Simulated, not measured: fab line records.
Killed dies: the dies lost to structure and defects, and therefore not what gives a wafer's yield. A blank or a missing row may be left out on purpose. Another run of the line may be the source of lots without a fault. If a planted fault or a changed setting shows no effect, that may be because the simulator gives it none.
What tool caused it? | flow sky130 | 13 lots with 39 wafers sampled at 3 steps, on a route of 708 steps

WHAT THE GAUGES READ, wafer by wafer
SKY_VT_ADJUST_NCORE_OVL_MEAS_08.
lot  | measured     | on         | VT_ADJUST_NCORE_OVL (nm)
L851 | day 8 14:07  | overlay-02 | 0.0 -0.1 0.0
L852 | day 9 02:04  | overlay-01 | 0.4 1.3 -0.2
L853 | day 9 07:38  | overlay-02 | -0.1 1.0 0.5
L855 | day 10 01:14 | overlay-02 | 0.1 -0.7 0.4
L856 | day 10 04:56 | overlay-01 | -1.6 1.0 -0.3
L858 | day 10 14:48 | overlay-02 | 1.3 1.9 1.0
L860 | day 11 09:58 | overlay-01 | 0.1 0.2 1.4
L861 | day 11 16:30 | overlay-01 | 1.9 0.3 2.2
L862 | day 11 22:38 | overlay-01 | 0.4 1.4 1.4
L866 | day 13 22:11 | overlay-01 | 0.2 -0.4 -0.7
L871 | day 14 23:58 | overlay-01 | 0.0 -1.6 1.1
L873 | day 15 09:46 | overlay-01 | 0.1 -1.1 0.9
L872 | day 15 11:24 | overlay-02 | -0.2 1.1 0.3

SKY_SD_P_CD_MEAS_07: the cd target is 380 nm.
lot  | measured     | on       | cdNm (nm)
L851 | day 25 07:56 | cdSem-02 | 379.6 380.5 378.7
L852 | day 26 04:15 | cdSem-01 | 375.7 377.0 378.7
L853 | day 26 10:50 | cdSem-02 | 380.8 379.7 379.8
L855 | day 27 07:20 | cdSem-02 | 379.5 379.4 378.3
L856 | day 27 14:22 | cdSem-02 | 377.3 377.5 380.4
L858 | day 27 23:13 | cdSem-02 | 380.7 378.1 377.7
L860 | day 28 23:39 | cdSem-01 | 376.7 376.1 375.7
L861 | day 29 06:29 | cdSem-02 | 376.4 378.5 377.5
L862 | day 29 23:23 | cdSem-01 | 379.6 379.0 379.7
L866 | day 31 13:20 | cdSem-01 | 386.1 383.8 383.3
L871 | day 32 18:37 | cdSem-02 | 381.3 381.9 382.6
L873 | day 32 22:32 | cdSem-01 | 376.9 376.7 377.9
L872 | day 33 02:08 | cdSem-02 | 379.2 382.0 381.1

EACH LOT AND THE TOOL THAT RAN IT (in order: tool; ch and the chambers of the sampled wafers; start)
lot  | SKY_GATE_OXIDE_OXIDATION_16
L851 | furnace-02 ch 0, day 13 20:22
L852 | furnace-01 ch 0, day 14 13:58
L853 | furnace-01 ch 0, day 14 21:58
L855 | furnace-02 ch 0, day 15 17:38
L856 | furnace-01 ch 0, day 15 20:13
L858 | furnace-02 ch 0, day 16 08:37 and furnace-01 ch 0, day 16 10:34
L860 | furnace-01 ch 0, day 17 09:11
L861 | furnace-02 ch 0, day 17 13:58 and furnace-01 ch 0, day 17 16:20
L862 | furnace-02 ch 0, day 17 23:59
L866 | furnace-01 ch 0, day 20 07:02 and furnace-02 ch 0, day 20 09:11
L871 | furnace-02 ch 0, day 21 14:44
L873 | furnace-02 ch 0, day 21 22:03
L872 | furnace-02 ch 0, day 22 00:35
- SKY_GATE_OXIDE_OXIDATION_16: stabilise 600 s, purge 300 s, target thk 3.57 nm.

WHAT THE TOOLS THEMSELVES READ (means of the sampled wafers that have a number; where no wafer has one, the mark that the record gives instead)
SKY_GATE_OXIDE_OXIDATION_16.
lot  | tool                  | spikeTcCentreC (C) | zonePowerTopPct (%)
L851 | furnace-02            | 800.3              | 28.1
L852 | furnace-01            | 799.0              | 29.0
L853 | furnace-01            | 799.6              | 29.2
L855 | furnace-02            | 799.9              | 28.3
L856 | furnace-01            | 799.4              | 29.1
L858 | furnace-02/furnace-01 | 799.6              | 28.6
L860 | furnace-01            | 800.1              | 29.0
L861 | furnace-02/furnace-01 | 798.7              | 28.6
L862 | furnace-02            | 798.6              | 28.2
L866 | furnace-01/furnace-02 | 798.7              | 28.6
L871 | furnace-02            | 799.1              | 28.5
L873 | furnace-02            | 798.6              | 28.3
L872 | furnace-02            | 798.8              | 28.4

THE ANSWER, worked out from the rows above alone
Rule: the lots themselves supply what counts as usual. The widest of any qualifying gaps counts: lots, ordered by their means at a reading, are off when they make up no more than a third of the lots, leave a main group of 4 or more, and stand apart from it by 3 or more times the standard deviation of that group's means. Not used: any main group whose means are identical at the precision the tables above print for the reading. Also off: a lot with no number at a reading for which 4 or more lots have one. Where the step has rows for the other lots, those lots are counted as sound. First the gauges in route order, then the tools' own readings, where a lot's mean is used as printed above. At the first step where some lot is off, the reading lying furthest off is the one used; lots without a number count as furthest.
No lot is off at any reading shown: from this, nothing can be told.

WHAT THE SIMULATOR PUT IN
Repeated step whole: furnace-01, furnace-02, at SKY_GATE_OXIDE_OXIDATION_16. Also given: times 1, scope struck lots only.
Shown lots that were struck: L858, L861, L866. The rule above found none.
